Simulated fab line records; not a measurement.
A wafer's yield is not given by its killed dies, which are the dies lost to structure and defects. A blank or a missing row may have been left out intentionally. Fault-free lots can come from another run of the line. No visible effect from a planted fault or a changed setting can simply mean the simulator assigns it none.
The tool behind it: which one? | flow gf180mcu | Sampling: 14 lots, 42 wafers, 3 of 602 route steps

## WHAT THE GAUGES SHOWED, per wafer
GF_M2_THK_MEAS_06: measures by xrf. Usual: M2_ALCU_THK typically reads 451 nm, with standard deviation 5.7.
lot  | measured     | on            | M2_ALCU_THK (nm) | flag
L493 | day 18 03:41 | film_metro-01 | 456 445 447      |
L494 | day 18 12:39 | film_metro-02 | 453 456 450      |
L495 | day 19 00:30 | film_metro-02 | 452 449 454      |
L496 | day 19 11:24 | film_metro-02 | 453 456 441      |
L498 | day 20 06:51 | film_metro-03 | 445 442 442      |
L501 | day 21 04:36 | film_metro-02 | 446 461 454      |
L503 | day 22 02:15 | film_metro-02 | 460 456 462      |
L504 | day 22 16:08 | film_metro-03 | 450 445 444      |
L505 | day 22 19:17 | film_metro-03 | 448 449 445      |
L509 | day 23 22:44 | film_metro-03 | 453 450 448      |
L510 | day 24 08:41 | film_metro-02 | 465 468 453      |
L512 | day 25 00:59 | film_metro-03 | 443 453 452      |
L515 | day 25 19:46 | film_metro-02 | 454 461 456      |
L516 | day 26 10:22 | film_metro-01 | 447 450 450      |

## TOOL THAT RAN EACH LOT (tool first, then ch and the chambers of the sampled wafers, then the start)
lot  | GF_V1_CVD_02                    | GF_V1_CMP_04
L493 | pecvd-01 ch 0,1,2, day 17 01:14 | cmp-02 ch 0,2, day 17 01:40
L494 | pecvd-04 ch 1,2, day 17 09:43   | cmp-02 ch 0,1,2, day 17 10:09
L495 | pecvd-03 ch 1,2, day 17 21:32   | cmp-01 ch 1,2,3, day 17 21:48
L496 | pecvd-01 ch 0,1, day 18 08:13   | cmp-02 ch 0,2,3, day 18 08:27
L498 | pecvd-03 ch 0,1, day 19 03:22   | cmp-01 ch 0,2, day 19 03:30
L501 | pecvd-03 ch 1,2, day 20 01:55   | cmp-02 ch 0,1,2, day 20 02:06
L503 | pecvd-03 ch 0,1, day 20 23:52   | cmp-02 ch 0,1,2, day 21 00:06
L504 | pecvd-01 ch 0,1, day 21 14:06   | cmp-02 ch 0,3, day 21 14:14
L505 | pecvd-04 ch 0,1,2, day 21 17:43 | cmp-01 ch 0,2,3, day 21 17:51
L509 | pecvd-01 ch 0,1,2, day 22 21:55 | cmp-02 ch 2,3, day 22 22:02
L510 | pecvd-04 ch 0,1, day 23 08:23   | cmp-02 ch 1,2,3, day 23 08:34
L512 | pecvd-01 ch 0,1, day 24 00:51   | cmp-01 ch 1,2,3, day 24 01:02
L515 | pecvd-03 ch 1,2, day 24 20:10   | cmp-02 ch 0,1,2, day 24 20:34
L516 | pecvd-04 ch 0,2, day 25 11:29   | cmp-01 ch 0,1,3, day 25 11:37
- GF_V1_CVD_02: deposits SiO2 from TEOS, target thk 850 nm, time 94.851 s.
- GF_V1_CMP_04: polishes SiO2.

## AS READ BY THE TOOLS THEMSELVES (means over the sampled wafers that have a number; for cases with no such wafer, the mark the record gives instead)
GF_V1_CVD_02. Usual: heater_power_w reads 642 W (standard deviation 110).
lot  | tool     | heater_power_w (W) | flag
L493 | pecvd-01 | 745                |
L494 | pecvd-04 | 651                |
L495 | pecvd-03 | 607                |
L496 | pecvd-01 | 572                |
L498 | pecvd-03 | 612                |
L501 | pecvd-03 | 617                |
L503 | pecvd-03 | 578                |
L504 | pecvd-01 | 608                |
L505 | pecvd-04 | 530                |
L509 | pecvd-01 | 704                |
L510 | pecvd-04 | 601                |
L512 | pecvd-01 | 654                |
L515 | pecvd-03 | 580                |
L516 | pecvd-04 | 585                |

GF_V1_CMP_04. Usual: motor_current_A 12.6 A, standard deviation 1.2; slurry_flow_ml_min 150.0, standard deviation 0.47; time_to_endpoint_s 82 s, standard deviation 7.4.
lot  | tool   | motor_current_A (A) | slurry_flow_ml_min | time_to_endpoint_s (s) | flag
L493 | cmp-02 | 12.7                | 149.8              | 76                     |
L494 | cmp-02 | 12.3                | 150.0              | 80                     |
L495 | cmp-01 | 12.1                | 150.5              | 83                     |
L496 | cmp-02 | 13.2                | 150.1              | 83                     |
L498 | cmp-01 | 11.4                | 150.4              | 83                     |
L501 | cmp-02 | 12.3                | 150.3              | 87                     |
L503 | cmp-02 | 12.3                | 149.9              | 80                     |
L504 | cmp-02 | 13.6                | 150.0              | 77                     |
L505 | cmp-01 | 12.8                | 149.9              | 87                     |
L509 | cmp-02 | 13.0                | 149.8              | 83                     |
L510 | cmp-02 | 12.2                | 150.3              | 87                     |
L512 | cmp-01 | 11.9                | 149.9              | 79                     |
L515 | cmp-02 | 12.2                | 149.7              | 89                     |
L516 | cmp-01 | 13.3                | 149.7              | 88                     |

## THE ANSWER, worked out from the rows above alone
Rule: lot off if the mean of its wafers having a number is beyond 3 standard deviations from the usual mean. A lot without any number at a reading at which 4 lots or more have one is off too. Where the step has rows for the other lots, those lots are counted as sound. After the gauges, taken in route order, come the tools' own readings; for these a lot's mean is taken, as printed above. The first step at which some lot is off is used, and at that step the reading that is off furthest; a lot without a number counts as furthest.
Across all readings shown, no lot is off: no conclusion can be drawn from this.

## WHAT THE SIMULATOR HAD INSERTED
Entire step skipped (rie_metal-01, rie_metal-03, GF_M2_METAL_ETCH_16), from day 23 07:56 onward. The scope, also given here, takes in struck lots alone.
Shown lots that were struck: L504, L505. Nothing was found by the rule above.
